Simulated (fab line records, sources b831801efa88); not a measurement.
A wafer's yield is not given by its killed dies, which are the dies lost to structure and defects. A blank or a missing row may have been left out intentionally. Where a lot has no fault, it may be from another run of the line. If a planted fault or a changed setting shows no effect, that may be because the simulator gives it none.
Which tool did it? -- flow gf180mcu -- 36 wafers from 12 lots sampled at 4 of the route's 602 steps

== WHAT THE GAUGES SHOWED, per wafer ==
GF_MVSD_OVL_MEAS_07. Usual: MVSD_OVL typically reads 1.3 nm, with standard deviation 1.4.
lot,measured,on,MVSD_OVL (nm),flag
L686,day 4 19:54,overlay-01,2.2 0.5 0.2,
L687,day 5 03:12,overlay-01,0.1 0.8 1.9,
L688,day 5 07:42,overlay-01,3.0 2.2 1.9,
L690,day 5 22:22,overlay-01,2.2 4.7 1.7,
L692,day 6 09:43,overlay-02,2.0 2.9 0.2,
L694,day 6 20:58,overlay-01,2.1 1.4 2.8,
L695,day 7 04:11,overlay-02,1.3 0.8 0.6,
L701,day 8 13:20,overlay-01,1.7 3.0 1.9,
L703,day 9 06:06,overlay-02,3.0 2.5 0.9,
L705,day 9 13:40,overlay-02,-1.4 0.2 1.8,
L706,day 9 19:24,overlay-01,-1.6 1.2 -2.4,
L707,day 10 01:12,overlay-02,2.8 0.6 2.7,

== WHICH TOOL RAN EACH LOT (tool, then ch and the chambers of the sampled wafers, then the start) ==
lot,GF_STI_CMP_25,GF_NWELL_SOFTBAKE_03,GF_NWELL_STRIP_10
L686,"cmp-02 ch 0,2,3, day 2 13:05","litho track-02 ch 0, day 3 09:38","plasma asher-01 ch 0,1, day 3 16:07"
L687,"cmp-02 ch 0,1,2, day 2 18:36","litho track-01 ch 0, day 3 16:13","plasma asher-02 ch 0,1, day 3 23:31"
L688,"cmp-01 ch 0,1, day 3 00:20","litho track-03 ch 0, day 3 20:55","plasma asher-03 ch 0, day 4 04:08"
L690,"cmp-02 ch 0,1,2, day 3 11:33","litho track-01 ch 0, day 4 09:43","plasma asher-02 ch 0,1, day 4 17:23"
L692,"cmp-01 ch 1,2, day 3 19:53","litho track-01 ch 0, day 4 19:28","plasma asher-03 ch 0,1, day 5 02:50"
L694,"cmp-02 ch 2,3, day 4 07:30","litho track-01 ch 0, day 5 06:46","plasma asher-01 ch 0,1, day 5 14:29"
L695,"cmp-02 ch 0,1,3, day 4 13:05","litho track-01 ch 0, day 5 13:55","plasma asher-01 ch 0,1, day 5 21:26"
L701,"cmp-02 ch 0,2,3, day 5 19:19","litho track-02 ch 0, day 6 19:50","plasma asher-01 ch 0, day 7 04:29"
L703,"cmp-01 ch 0,1,2, day 6 08:17","litho track-03 ch 0, day 7 11:31","plasma asher-01 ch 0,1, day 7 20:35"
L705,"cmp-01 ch 0,1,3, day 6 15:38","litho track-02 ch 0, day 7 18:49","plasma asher-01 ch 0,1, day 8 03:08"
L706,"cmp-02 ch 0,1,3, day 6 22:17","litho track-02 ch 0, day 8 01:14","plasma asher-01 ch 0,1, day 8 10:23"
L707,"cmp-02 ch 0,2,3, day 7 02:17","litho track-01 ch 0, day 8 05:48","plasma asher-03 ch 0,1, day 8 14:46"
- GF_STI_CMP_25: polishes, stops on Si3N4, t overpolish 33 s, target thk 524.6 nm.
- GF_NWELL_SOFTBAKE_03
- GF_NWELL_STRIP_10: strips in O2/N2.

== WHAT THE TOOLS THEMSELVES READ (means of the sampled wafers that have a number; where no wafer has one, the mark that the record gives instead) ==
GF_STI_CMP_25. Usual: motor current A 11.6 A, standard deviation 0.9; overpolish run s 33.000 s, standard deviation 0.0092; slurry filter dp kPa 13.51 kPa, standard deviation 0.14; slurry flow ml min 150.0, standard deviation 0.51; time to endpoint s 123 s, standard deviation 4.8.
lot,tool,motor current A (A),overpolish run s (s),slurry filter dp kPa (kPa),slurry flow ml min,time to endpoint s (s),flag
L686,cmp-02,11.5,33.002,13.51,150.1,124,
L687,cmp-02,11.8,32.995,13.51,150.0,127,
L688,cmp-01,10.8,32.996,13.77,150.3,133,
L690,cmp-02,11.8,33.004,13.58,150.3,126,
L692,cmp-01,11.8,32.995,13.52,149.8,120,
L694,cmp-02,11.6,33.002,13.53,150.6,122,
L695,cmp-02,11.3,32.995,13.46,149.8,121,
L701,cmp-02,11.3,32.990,13.52,149.8,120,
L703,cmp-01,11.5,33.004,13.63,149.9,125,
L705,cmp-01,11.9,33.008,13.53,149.3,123,
L706,cmp-02,10.9,32.991,13.45,150.4,120,
L707,cmp-02,11.5,33.001,13.55,150.0,119,

GF_NWELL_SOFTBAKE_03. Usual: chill plate temp C 23.01 C, standard deviation 0.1; heater power total W 65.34 W, standard deviation 0.13; plate temp C 110.03 C, standard deviation 0.13.
lot,tool,chill plate temp C (C),heater power total W (W),plate temp C (C),flag
L686,litho track-02,22.98,65.37,109.98,
L687,litho track-01,23.00,65.34,109.98,
L688,litho track-03,22.97,65.30,110.07,
L690,litho track-01,23.04,65.33,110.20,
L692,litho track-01,23.24,70.47,116.53,OFF
L694,litho track-01,22.99,70.60,116.46,OFF
L695,litho track-01,22.94,70.60,116.42,OFF
L701,litho track-02,23.06,65.35,109.92,
L703,litho track-03,23.07,65.39,109.96,
L705,litho track-02,22.89,65.26,109.99,
L706,litho track-02,23.00,65.31,110.05,
L707,litho track-01,23.19,65.22,110.02,

GF_NWELL_STRIP_10. Usual: drypump motor current A 5.90 A, standard deviation 0.14; heater power w 327 W, standard deviation 55; oes product au 0.722 a.u., standard deviation 0.0043; strip time to endpoint s 36.64 s, standard deviation 0.11.
lot,tool,drypump motor current A (A),heater power w (W),oes product au (a.u.),strip time to endpoint s (s),flag
L686,plasma asher-01,5.93,343,0.720,36.64,
L687,plasma asher-02,5.87,275,0.720,36.55,
L688,plasma asher-03,5.76,262,0.725,36.70,
L690,plasma asher-02,5.88,271,0.722,36.61,
L692,plasma asher-03,5.87,278,0.724,36.17,OFF
L694,plasma asher-01,5.96,343,0.720,36.05,OFF
L695,plasma asher-01,5.92,374,0.722,36.01,OFF
L701,plasma asher-01,5.88,415,0.724,36.55,
L703,plasma asher-01,5.89,379,0.720,36.65,
L705,plasma asher-01,5.94,340,0.723,36.52,
L706,plasma asher-01,5.92,375,0.716,36.61,
L707,plasma asher-03,5.88,281,0.726,36.67,

== THE ANSWER, worked out from the rows above alone ==
Rule: lot off if the mean of its wafers having a number is beyond 3 standard deviations from the usual mean. Also off: a lot with no number at a reading for which 4 or more lots have one. All remaining lots with rows at the step are treated as sound. After the gauges, taken in route order, come the tools' own readings; for these a lot's mean is taken, as printed above. At the first step where some lot is off, the reading lying furthest off is the one used; lots without a number count as furthest.
Off: L692, L694, L695, at GF_NWELL_SOFTBAKE_03 (plate temp C).
If a tool, at that step or one of the process steps before it, ran each lot that is off and ran no sound lot following the first of them, it fits. Not one of the candidates tried fits.

== WHAT WAS PUT IN BY THE SIMULATOR ==
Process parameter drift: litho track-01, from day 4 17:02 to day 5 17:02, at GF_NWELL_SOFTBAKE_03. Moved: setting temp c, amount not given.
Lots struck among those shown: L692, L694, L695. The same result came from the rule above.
